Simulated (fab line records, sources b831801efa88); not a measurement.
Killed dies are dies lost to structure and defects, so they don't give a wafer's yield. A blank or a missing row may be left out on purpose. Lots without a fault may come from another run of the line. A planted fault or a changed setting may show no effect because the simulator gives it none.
Chamber matching | flow gf180mcu | GF_STI_CMP_25 on cmp-02: 4 sister chambers
The step polishes, stops on Si3N4, t overpolish 33 s, target thk 524.6 nm. 16 wafers are shown with their chamber, then 8 later ones without.

WAFERS WITH THEIR CHAMBER
wafer  | chamber | motor_current_A (A)
L838.2 | 3       | 11.3
L838.3 | 1       | 13.2
L838.6 | 1       | 13.1
L839.1 | 0       | 11.6
L839.3 | 3       | 11.1
L839.4 | 2       | 11.0
L840.1 | 1       | 13.4
L840.2 | 0       | 11.3
L840.4 | 3       | 11.5
L842.2 | 0       | 11.6
L842.4 | 1       | 12.8
L842.5 | 1       | 13.2
L843.1 | 0       | 11.6
L843.3 | 3       | 11.2
L843.6 | 1       | 13.4
L847.4 | 2       | 11.2

SIGNATURES (means of the wafers above)
reading         | chamber 0 | chamber 1 | chamber 2 | chamber 3 | scatter within a chamber
motor_current_A | 11.525    | 13.183    | 11.100    | 11.275    | 0.188
Rule: a wafer's distance from a chamber is the root of the sum, over the readings, of the square of ((its reading less the chamber's mean) divided by the reading's scatter). The wafer belongs to the nearest chamber; if the next one is less than 2 further off, it can't be placed. The scatter: the root of (the sum of the squares of (reading less its chamber's mean) over the shown wafers, divided by (wafers less chambers)).

WAFERS WITHOUT THEIR CHAMBER
wafer  | motor_current_A (A)
L847.5 | 14.2
L847.6 | 11.0
L856.2 | 11.4
L856.5 | 11.7
L856.6 | 11.3
L857.3 | 11.9
L857.4 | 13.2
L857.6 | 10.6

WHICH CHAMBER EACH WENT THROUGH
wafer  | from the rows above          | in truth
L847.5 | 1                            | 1
L847.6 | can't be placed: 2 or 3      | 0
L856.2 | can't be placed: 0 or 3 or 2 | 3
L856.5 | can't be placed: 0 or 3      | 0
L856.6 | can't be placed: 3 or 2 or 0 | 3
L857.3 | can't be placed: 0 or 3      | 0
L857.4 | 1                            | 1
L857.6 | can't be placed: 2 or 3      | 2
Placed correctly: 2 of 8. Can't be placed from these rows: 6 (the true chamber is among the candidates in 5). Placed wrongly: 0.
